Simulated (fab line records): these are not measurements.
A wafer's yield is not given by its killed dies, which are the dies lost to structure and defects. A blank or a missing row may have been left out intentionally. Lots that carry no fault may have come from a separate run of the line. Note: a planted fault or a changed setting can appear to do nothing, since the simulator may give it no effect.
fab line records + flow sky130
record:
- lots: 11
- wafers: 33
- lastDay: 49
route steps=708 shown POLY_GATE@231 POLY_CUT@318 SD_N@354 LI_CONTACT@376 PAD_OPEN@708
lots that met no fault: from a run of the same line without faults
startH: start of the lot's first displayed wafer, in hours after the record's first day + waitH: time in hours since the lot's previous step + " as in the row above + L1.1+2: one row covering several wafers at once + - either no value or no given start + * or withheld: withheld + < > ~ a bound
route shown NAME@n: NAME is a module with steps in the file, n the number in the route of the first one + usual: the fault-free wafers' mean and standard deviation + same: alike in all rows + chamber/n: place in a boat + sites: the reading at each site + _std_site: the standard deviation of these + _edge_site: the outer-site mean with the inner-site mean subtracted + radiusMm: for every site, how far away it sits from the centre of the wafer + mask NAME#n: copy n + behind: tool/chamber where the wafer was last shaped + hold: reason for holding the lot/hours on hold/outcome of the hold + device: whichever transistor did not switch (one of n, p or np) + end of line: the tests these same wafers got at the end of their route + a step without rows: its recipe alone + killed: count of dies lost to structure and defects at first sort (not the wafer's yield) + map: per-die view of a wafer (x killed, . not killed, _ where there is no die)
set.NAME: the setting that was run; set.NAME@STEP: the one run at that earlier step + model.NAME: the simulator's own value behind a step, which no gauge read
the route's steps for a sample of lots (tables are steps, rows are wafers)
services: when a tool's chamber went out of use (startH, in hours from the record's first day, below 0 if earlier), for how many hours, and the reason
== steps ==
step: SKY_POLY_GATE_ETCH_17
recipe:
- targetDepthNm: 180
- stopOn: SiO2
- overEtchFrac: 0.56667
- chemistry: HBr/Cl2
- target: poly-Si
- icpW: 400
- biasW: 100
- pressureMtorr: 10
- HBr_flow_sccm: 150
- Cl2_flow_sccm: 50
- timeS: 70.5
usual:
- HBr_flow_sccm: 150.1/0.43
- biasW: 99.98/0.26
- drypumpMotorCurrentA: 5.9/0.36
- oesProductAu: 0.989/0.0086
- throttleValvePct: 33.683/0.0094
| lot.wafer | tool     | chamber | startH | waitH | HBr_flow_sccm | biasW  | drypumpMotorCurrentA | oesProductAu | rfHoursCounterH | throttleValvePct |
|-----------|----------|---------|--------|-------|---------------|--------|----------------------|--------------|-----------------|------------------|
| L348.1    | rieSi-02 | 3       | 388.32 | 0.0   | 149.9         | 99.76  | 5.4                  | 0.982        | 23              | 33.674           |
| L348.3    | "        | 1       | "      | "     | 150.9         | 100.11 | 6.2                  | 0.985        | 1               | 33.686           |
| L348.6    | "        | 1       | "      | "     | 150.8         | 99.75  | 6.2                  | 0.981        | -               | 33.685           |
| L351.1    | rieSi-02 | 2       | 416.47 | 0.0   | 150.3         | 100.06 | 6.4                  | 0.990        | 6               | 33.692           |
| L351.2    | "        | 0       | "      | "     | 150.1         | 99.72  | 6.0                  | 0.987        | 5               | 33.702           |
| L351.4    | "        | 1       | "      | "     | 149.3         | 99.93  | 6.2                  | 0.977        | 1               | 33.689           |
| L353.1    | rieSi-01 | 0       | 433.22 | 0.0   | 150.2         | 100.41 | 5.8                  | 0.987        | 5               | 33.688           |
| L353.4    | "        | 2       | "      | "     | 149.7         | 100.21 | 5.9                  | 0.977        | 31              | 33.685           |
| L353.6    | "        | 3       | "      | "     | 150.7         | 99.95  | 5.4                  | 0.990        | -               | 33.687           |
| L354.2    | rieSi-02 | 1       | 441.72 | 0.0   | 149.9         | 99.99  | 6.2                  | 0.989        | 1               | 33.660           |
| L354.3    | "        | 3       | "      | "     | 150.6         | 100.01 | 5.4                  | 0.991        | 24              | 33.676           |
| L354.5    | "        | 1       | "      | "     | 150.2         | 99.72  | 6.2                  | 0.985        | -               | 33.687           |
| L355.1    | rieSi-02 | 1       | 450.96 | 0.0   | 150.8         | 100.00 | 6.2                  | 0.980        | 1               | 33.672           |
| L355.3    | "        | 2       | "      | "     | 149.8         | 99.92  | 6.5                  | 0.993        | 6               | 33.680           |
| L355.5    | "        | 1       | "      | "     | 150.6         | 100.09 | 6.2                  | 0.987        | -               | 33.688           |
| L356.1    | rieSi-01 | 2       | 460.37 | 0.0   | 150.0         | 99.70  | 5.9                  | 0.989        | 31              | 33.689           |
| L356.2    | "        | 3       | "      | "     | 150.5         | 99.90  | 5.4                  | 1.000        | 5               | 33.687           |
| L356.6    | "        | 2       | "      | "     | 150.9         | 100.20 | 6.0                  | 0.986        | -               | 33.686           |
| L357.3    | rieSi-02 | 1       | 475.22 | 0.0   | 149.6         | 99.70  | 6.2                  | 0.975        | 2               | 33.685           |
| L357.4    | "        | 0       | "      | "     | 150.2         | 100.14 | 6.1                  | 0.982        | 5               | 33.687           |
| L357.5    | "        | 0       | "      | "     | 150.1         | 100.13 | 6.1                  | 0.981        | -               | 33.697           |
| L358.1    | rieSi-01 | 0       | 480.86 | 0.0   | 150.3         | 100.03 | 5.8                  | 0.973        | 5               | 33.683           |
| L358.2    | "        | 2       | "      | "     | 149.9         | 99.56  | 5.9                  | 0.972        | 31              | 33.686           |
| L358.4    | "        | 1       | "      | "     | 150.5         | 100.02 | 5.6                  | 0.992        | 4               | 33.675           |
| L359.1    | rieSi-02 | 2       | 487.56 | 0.0   | 150.3         | 100.26 | 6.4                  | 0.998        | 6               | 33.701           |
| L359.3    | "        | 3       | "      | "     | 149.6         | 100.27 | 5.4                  | 0.986        | 24              | 33.678           |
| L359.6    | "        | 0       | "      | "     | 150.6         | 100.39 | 6.1                  | 0.994        | -               | 33.685           |
| L364.1    | rieSi-02 | 3       | 522.31 | 0.0   | 149.9         | 100.13 | 5.4                  | 0.986        | 24              | 33.678           |
| L364.2    | "        | 0       | "      | "     | 149.9         | 100.71 | 6.1                  | 0.989        | 5               | 33.681           |
| L364.5    | "        | 0       | "      | "     | 150.0         | 100.18 | 6.1                  | 0.986        | -               | 33.679           |
| L366.3    | rieSi-01 | 3       | 549.56 | 0.0   | 150.2         | 100.28 | 5.4                  | 0.999        | 5               | 33.673           |
| L366.4    | "        | 2       | "      | "     | 150.7         | 100.17 | 5.9                  | 0.985        | 32              | 33.671           |
| L366.5    | "        | 0       | "      | "     | 150.1         | 118.37 | 5.8                  | 1.006        | -               | 33.676           |
step: SKY_POLY_CUT_ETCH_11
recipe:
- target: Si3N4
- chemistry: CF4/CH2F2/Ar
- stopOn: poly-Si
- sourceW: 600
- biasW: 150
- pressureMtorr: 40
- cf4FlowSccm: 40
- ch2f2FlowSccm: 20
- Ar_flow_sccm: 150
- timeS: 42.5
- targetDepthA: 600
usual:
- biasW: 150.0/0.45
- cf4FlowSccm: 40.00/0.13
- drypumpMotorCurrentA: 5.7/0.46
- mfcArSccm: 150.0/0.41
- oesProductAu: 0.831/0.008
- throttleValvePct: 14.995/0.009
| lot.wafer | tool       | chamber | startH | waitH | biasW | cf4FlowSccm | drypumpMotorCurrentA | mfcArSccm | oesProductAu | rfHoursCounterH | throttleValvePct |
|-----------|------------|---------|--------|-------|-------|-------------|----------------------|-----------|--------------|-----------------|------------------|
| L348.1    | rieDiel-04 | 1       | 576.27 | 0.0   | 150.1 | 39.99       | 5.4                  | 149.9     | 0.824        | 5               | 15.005           |
| L348.3    | "          | 3       | "      | "     | 149.4 | 39.87       | 6.3                  | 150.0     | 0.834        | 66              | 14.986           |
| L348.6    | "          | 2       | "      | "     | 149.6 | 39.86       | 5.8                  | 149.8     | 0.831        | -               | 15.011           |
| L351.1    | rieDiel-04 | 3       | 603.71 | 0.0   | 150.4 | 40.07       | 6.3                  | 150.1     | 0.837        | 67              | 15.002           |
| L351.2    | "          | 1       | "      | "     | 150.0 | 40.01       | 5.4                  | 150.1     | 0.825        | 6               | 14.991           |
| L351.4    | "          | 0       | "      | "     | 149.9 | 39.98       | 5.1                  | 150.7     | 0.820        | 0               | 14.989           |
| L353.1    | rieDiel-01 | 3       | 623.01 | 0.0   | 149.8 | 40.11       | 6.0                  | 149.5     | 0.835        | 11              | 15.008           |
| L353.4    | "          | 2       | "      | "     | 149.5 | 40.09       | 5.1                  | 150.1     | 0.824        | 7               | 14.998           |
| L353.6    | "          | 2       | "      | "     | 149.5 | 39.99       | 5.1                  | 149.7     | 0.835        | -               | 14.996           |
| L354.2    | rieDiel-04 | 3       | 628.87 | 0.0   | 149.2 | 39.94       | 6.3                  | 151.2     | 0.836        | 67              | 15.010           |
| L354.3    | "          | 0       | "      | "     | 149.7 | 40.15       | 5.1                  | 150.0     | 0.829        | 1               | 15.007           |
| L354.5    | "          | 1       | "      | "     | 149.8 | 40.10       | 5.4                  | 150.1     | 0.828        | -               | 14.987           |
| L355.1    | rieDiel-01 | 1       | 636.43 | 0.0   | 150.0 | 39.88       | 5.1                  | 150.3     | 0.841        | 12              | 14.987           |
| L355.3    | "          | 2       | "      | "     | 149.7 | 40.09       | 5.1                  | 149.8     | 0.843        | 7               | 14.990           |
| L355.5    | "          | 1       | "      | "     | 149.3 | 39.94       | 5.2                  | 150.6     | 0.834        | -               | 15.007           |
| L356.1    | rieDiel-01 | 1       | 645.36 | 0.0   | 149.9 | 39.94       | 5.2                  | 150.1     | 0.831        | 12              | 14.993           |
| L356.2    | "          | 3       | "      | "     | 150.3 | 39.95       | 6.1                  | 149.9     | 0.831        | 11              | 15.007           |
| L356.6    | "          | 1       | "      | "     | 150.3 | 40.16       | 5.2                  | 149.8     | 0.825        | -               | 15.003           |
| L357.3    | rieDiel-03 | 2       | 656.47 | 0.0   | 149.9 | 39.98       | 6.2                  | 151.0     | 0.827        | 9               | 14.998           |
| L357.4    | "          | 3       | "      | "     | 149.9 | 39.88       | 5.6                  | 150.2     | 0.833        | 4               | 14.985           |
| L357.5    | "          | 1       | "      | "     | 150.8 | 40.20       | 4.9                  | 149.4     | 0.840        | -               | 14.982           |
| L358.1    | rieDiel-03 | 3       | 666.37 | 0.0   | 149.9 | 40.16       | 5.6                  | 150.9     | 0.832        | 4               | 14.994           |
| L358.2    | "          | 1       | "      | "     | 149.5 | 40.02       | 4.9                  | 150.4     | 0.826        | 2               | 15.001           |
| L358.4    | "          | 0       | "      | "     | 150.4 | 39.91       | 6.2                  | 149.9     | 0.826        | 31              | 14.994           |
| L359.1    | rieDiel-04 | 0       | 670.32 | 0.0   | 149.7 | 39.81       | 5.1                  | 150.2     | 0.823        | 2               | 14.992           |
| L359.3    | "          | 1       | "      | "     | 149.7 | 40.09       | 5.4                  | 149.7     | 0.825        | 7               | 15.000           |
| L359.6    | "          | 0       | "      | "     | 149.6 | 39.88       | 5.1                  | 150.3     | 0.836        | -               | 14.996           |
| L364.1    | rieDiel-04 | 0       | 703.97 | 0.0   | 150.5 | 40.18       | 5.1                  | 149.9     | 0.837        | 3               | 15.000           |
| L364.2    | "          | 1       | "      | "     | 150.2 | 39.81       | 5.4                  | 150.7     | 0.826        | 9               | 14.983           |
| L364.5    | "          | 1       | "      | "     | 149.8 | 39.89       | 5.4                  | 150.1     | 0.831        | -               | 14.987           |
| L366.3    | rieDiel-04 | 0       | 728.12 | 0.0   | 149.1 | 40.04       | 5.1                  | 149.9     | 0.827        | 4               | 14.993           |
| L366.4    | "          | 3       | "      | "     | 149.9 | 40.01       | 6.3                  | 150.0     | 0.835        | 2               | 14.983           |
| L366.5    | "          | 1       | "      | "     | 150.8 | 39.86       | 5.4                  | 150.0     | 0.816        | -               | 14.986           |
step: SKY_SD_N_TW_MEAS_12
usual:
- SD_N_TW: 3982/20
| lot.wafer | tool         | chamber | startH | waitH | SD_N_TW |
|-----------|--------------|---------|--------|-------|---------|
| L348.1    | filmMetro-04 | -       | 664.79 | 0.1   | 3953    |
| L348.3    | "            | -       | "      | "     | 3967    |
| L348.6    | "            | -       | "      | "     | 3968    |
| L351.1    | filmMetro-04 | -       | 690.68 | 0.1   | 3984    |
| L351.2    | "            | -       | "      | "     | 3967    |
| L351.4    | "            | -       | "      | "     | 3981    |
| L353.1    | filmMetro-01 | -       | 708.23 | 0.1   | 4004    |
| L353.4    | "            | -       | "      | "     | 4006    |
| L353.6    | "            | -       | "      | "     | 4019    |
| L354.2    | filmMetro-03 | -       | 714.32 | 0.1   | 3991    |
| L354.3    | "            | -       | "      | "     | 3977    |
| L354.5    | "            | -       | "      | "     | 3972    |
| L355.1    | filmMetro-03 | -       | 720.89 | 0.1   | 4012    |
| L355.3    | "            | -       | "      | "     | 4008    |
| L355.5    | "            | -       | "      | "     | 4002    |
| L356.1    | filmMetro-04 | -       | 730.88 | 0.1   | 3973    |
| L356.2    | "            | -       | "      | "     | 3957    |
| L356.6    | "            | -       | "      | "     | 3964    |
| L357.3    | filmMetro-04 | -       | 741.11 | 0.1   | 3966    |
| L357.4    | "            | -       | "      | "     | 3950    |
| L357.5    | "            | -       | "      | "     | 3976    |
| L358.1    | filmMetro-01 | -       | 749.41 | 0.1   | 4000    |
| L358.2    | "            | -       | "      | "     | 4018    |
| L358.4    | "            | -       | "      | "     | 3990    |
| L359.1    | filmMetro-01 | -       | 754.19 | 0.1   | 4010    |
| L359.3    | "            | -       | "      | "     | 3988    |
| L359.6    | "            | -       | "      | "     | 4006    |
| L364.1    | filmMetro-03 | -       | 786.21 | 0.1   | 3982    |
| L364.2    | "            | -       | "      | "     | 3981    |
| L364.5    | "            | -       | "      | "     | 4006    |
| L366.3    | filmMetro-01 | -       | 809.85 | 0.1   | 3986    |
| L366.4    | "            | -       | "      | "     | 3964    |
| L366.5    | "            | -       | "      | "     | 3965    |
step: SKY_LI_CONTACT_ETCH_14
recipe:
- chemistry: N2/H2
- target: BARC
- ionEnergyEv: 200
- sourceW: 500
- biasW: 100
- pressureMtorr: 30
- n2FlowSccm: 100
- h2FlowSccm: 200
- stopOn: SiO2
- timeS: 45.9
- targetDepthA: 600
usual:
- biasW: 100.02/0.28
- drypumpMotorCurrentA: 5.6/0.46
- oesProductAu: 0.855/0.0044
- throttleValvePct: 13.224/0.0091
| lot.wafer | tool       | chamber | startH | waitH | biasW  | drypumpMotorCurrentA | oesProductAu | rfHoursCounterH | throttleValvePct |
|-----------|------------|---------|--------|-------|--------|----------------------|--------------|-----------------|------------------|
| L348.1    | rieDiel-01 | 3       | 695.09 | 0.0   | 100.05 | 6.1                  | 0.857        | 12              | 13.239           |
| L348.3    | "          | 1       | "      | "     | 100.07 | 5.2                  | 0.856        | 13              | 13.228           |
| L348.6    | "          | 3       | "      | "     | 100.13 | 6.1                  | 0.862        | -               | 13.226           |
| L351.1    | rieDiel-03 | 3       | 719.36 | 0.0   | 100.13 | 5.6                  | 0.851        | 5               | 13.222           |
| L351.2    | "          | 2       | "      | "     | 99.91  | 6.2                  | 0.854        | 10              | 13.221           |
| L351.4    | "          | 0       | "      | "     | 99.61  | 6.2                  | 0.842        | 32              | 13.229           |
| L353.1    | rieDiel-03 | 2       | 737.04 | 0.0   | 100.19 | 6.2                  | 0.857        | 11              | 13.221           |
| L353.4    | "          | 3       | "      | "     | 100.27 | 5.6                  | 0.855        | 6               | 13.218           |
| L353.6    | "          | 3       | "      | "     | 100.18 | 5.6                  | 0.860        | -               | 13.228           |
| L354.2    | rieDiel-03 | 3       | 743.11 | 0.0   | 99.93  | 5.7                  | 0.851        | 6               | 13.232           |
| L354.3    | "          | 2       | "      | "     | 100.23 | 6.3                  | 0.848        | 11              | 13.220           |
| L354.5    | "          | 0       | "      | "     | 99.76  | 6.2                  | 0.853        | -               | 13.209           |
| L355.1    | rieDiel-01 | 0       | 749.29 | 0.0   | 100.07 | 5.9                  | 0.854        | 16              | 13.204           |
| L355.3    | "          | 3       | "      | "     | 100.21 | 6.1                  | 0.861        | 13              | 13.225           |
| L355.5    | "          | 2       | "      | "     | 100.32 | 5.1                  | 0.860        | -               | 13.233           |
| L356.1    | rieDiel-01 | 1       | 758.54 | 0.0   | 100.03 | 5.2                  | 0.854        | 14              | 13.231           |
| L356.2    | "          | 3       | "      | "     | 100.84 | 6.1                  | 0.856        | 13              | 13.230           |
| L356.6    | "          | 3       | "      | "     | 99.84  | 6.1                  | 0.858        | -               | 13.241           |
| L357.3    | rieDiel-01 | 3       | 769.49 | 0.0   | 100.03 | 6.0                  | 0.855        | 13              | 13.231           |
| L357.4    | "          | 2       | "      | "     | 99.96  | 5.1                  | 0.857        | 9               | 13.217           |
| L357.5    | "          | 2       | "      | "     | 100.31 | 5.1                  | 0.857        | -               | 13.219           |
| L358.1    | rieDiel-02 | 3       | 778.38 | 0.0   | 99.92  | 5.9                  | 0.854        | 31              | 13.224           |
| L358.2    | "          | 2       | "      | "     | 99.79  | 5.4                  | 0.854        | 18              | 13.232           |
| L358.4    | "          | 0       | "      | "     | 100.29 | 5.1                  | 0.851        | 7               | 13.208           |
| L359.1    | rieDiel-03 | 3       | 782.56 | 0.0   | 100.14 | 5.6                  | 0.862        | 7               | 13.239           |
| L359.3    | "          | 2       | "      | "     | 100.51 | 6.2                  | 0.854        | 11              | 13.223           |
| L359.6    | "          | 2       | "      | "     | 100.24 | 6.2                  | 0.858        | -               | 13.243           |
| L364.1    | rieDiel-01 | 2       | 813.98 | 0.0   | 100.10 | 5.1                  | 0.859        | 10              | 13.224           |
| L364.2    | "          | 0       | "      | "     | 99.59  | 5.9                  | 0.864        | 17              | 13.227           |
| L364.5    | "          | 2       | "      | "     | 100.17 | 5.1                  | 0.848        | -               | 13.217           |
| L366.3    | rieDiel-02 | 3       | 836.56 | 0.0   | 99.88  | 5.9                  | 0.853        | 0               | 13.225           |
| L366.4    | "          | 2       | "      | "     | 100.50 | 5.3                  | 0.856        | 20              | 13.204           |
| L366.5    | "          | 1       | "      | "     | 100.24 | 5.6                  | 0.860        | -               | 13.222           |
step: SKY_PAD_OPEN_PROBE_99
usual:
- killed_at_M0_to_M3: 43/7.1
- killed_at_M4_up: 3.1/1.7
- killedAtContacts: 23/5.1
- killedAtFrontEnd: 14/4.4
- killedAtOther: 0.3/0.47
- killedDies: 84/9.9
- killedOpen: 45/6.6
- killedShort: 38/6.8
same:
- grossDies: 492
- killedAtBackSide: 0
| lot.wafer | tool      | chamber | startH  | waitH | killed_at_M0_to_M3 | killed_at_M4_up | killedAtContacts | killedAtFrontEnd | killedAtOther | killedDies | killedOpen | killedShort |
|-----------|-----------|---------|---------|-------|--------------------|-----------------|------------------|------------------|---------------|------------|------------|-------------|
| L355.1    | prober-02 | -       | 1131.52 | 0.1   | 43                 | 3               | 23               | 19               | 1             | 89         | 39         | 50          |
| L355.3    | prober-02 | -       | 1131.62 | 0.2   | 32                 | 4               | 29               | 13               | 0             | 78         | 49         | 29          |
| L355.5    | prober-02 | -       | 1131.72 | 0.2   | 27                 | 1               | 26               | 7                | 1             | 62         | 31         | 31          |
killed by level:class
L355.1 VIA1:geometricParticle:open=12 FIELD_ISO:geometricParticle:short=8 CONTACT:geometricParticle:short=7 FIELD_ISO:geometricParticle:open=6 METAL1:geometricParticle:short=6 CONTACT:geometricParticle:open=5 VIA2:geometricParticle:open=5 LI_CONTACT:geometricParticle:open=4
L355.3 LI_CONTACT:geometricParticle:open=11 CONTACT:geometricParticle:open=10 VIA1:geometricParticle:open=10 METAL1:geometricParticle:short=5 FIELD_ISO:geometricParticle:open=4 VIA3:geometricParticle:open=4 POLY_GATE:geometricParticle:short=4 VIA2:geometricParticle:open=4
L355.5 CONTACT:geometricParticle:open=7 LI_CONTACT:geometricParticle:open=6 METAL2:geometricParticle:short=6 VIA2:geometricParticle:open=6 LI_CONTACT:geometricParticle:short=5 CONTACT:geometricParticle:short=4 METAL2:geometricParticle:open=3 FIELD_ISO:geometricParticle:short=3
== services ==
| tool       | chamber | startH | hours | kind   |
|------------|---------|--------|-------|--------|
| rieDiel-04 | 2       | 369.65 | 1.3   | repair |
| rieDiel-04 | -       | 370.78 | 2.8   | pm     |
| rieSi-01   | 3       | 374.53 | 21.8  | repair |
| rieSi-01   | -       | 379.28 | 14.6  | pm     |
| rieDiel-04 | -       | 380.60 | 14.6  | pm     |
| rieDiel-01 | -       | 424.49 | 2.8   | pm     |
| rieSi-01   | 3       | 463.91 | 2.7   | repair |
| rieSi-01   | 1       | 515.00 | 10.7  | repair |
| rieDiel-03 | -       | 570.12 | 0.7   | repair |
| rieDiel-01 | 0       | 572.54 | 3.0   | repair |
| rieDiel-03 | 0       | 602.01 | 1.2   | repair |
| rieDiel-01 | 3       | 627.27 | 7.5   | repair |
| rieSi-01   | -       | 636.74 | 0.2   | repair |
| rieDiel-04 | -       | 659.70 | 0.7   | repair |
| rieSi-02   | 3       | 680.37 | 12.4  | repair |
| rieDiel-03 | 2       | 693.62 | 4.0   | repair |
| rieDiel-03 | 2       | 708.98 | 8.7   | repair |
| rieSi-02   | 3       | 712.89 | 4.9   | repair |
| rieSi-02   | -       | 741.14 | 2.8   | pm     |
| rieSi-01   | 3       | 750.61 | 14.8  | repair |
| rieSi-01   | -       | 777.88 | 2.8   | pm     |
| rieSi-02   | -       | 793.81 | 4.3   | pm     |
| rieDiel-03 | 1       | 804.36 | 6.8   | repair |
| rieDiel-04 | -       | 830.94 | 2.5   | repair |
== key ==
firstSign:
- step: SKY_POLY_GATE_ETCH_17
- reading: biasW
- direction: up
- sigmas: 70
- usual: 99.98
- struck: 118.37
effect none on later readings
metAt SKY_POLY_GATE_ETCH_17
struckLots L366
struckWafers L366.5
testerLeftOut L366
notActingAt SKY_POLY_CUT_ETCH_11,SKY_SD_N_TW_MEAS_12,SKY_LI_CONTACT_ETCH_14
onsetBetween 480.86 549.56
fault:
- kind: processParameterDrift
- tool: rieSi-01
- chamber: 0
- onsetH: 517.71
- steps: SKY_POLY_GATE_ETCH_17
- channel: biasW
- offset: 18.147
- shape: step
- endH: 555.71
- actsIn: theseRecipesOnly
- stated: 100
testerLeftOut: of these lots the tester's yield and bins aren't shown, on N5 and GAA mostly nor the transistor test; their killed dies are dies lost to structure and defects alone, not to doping, threshold or leakage, so they don't give the yield
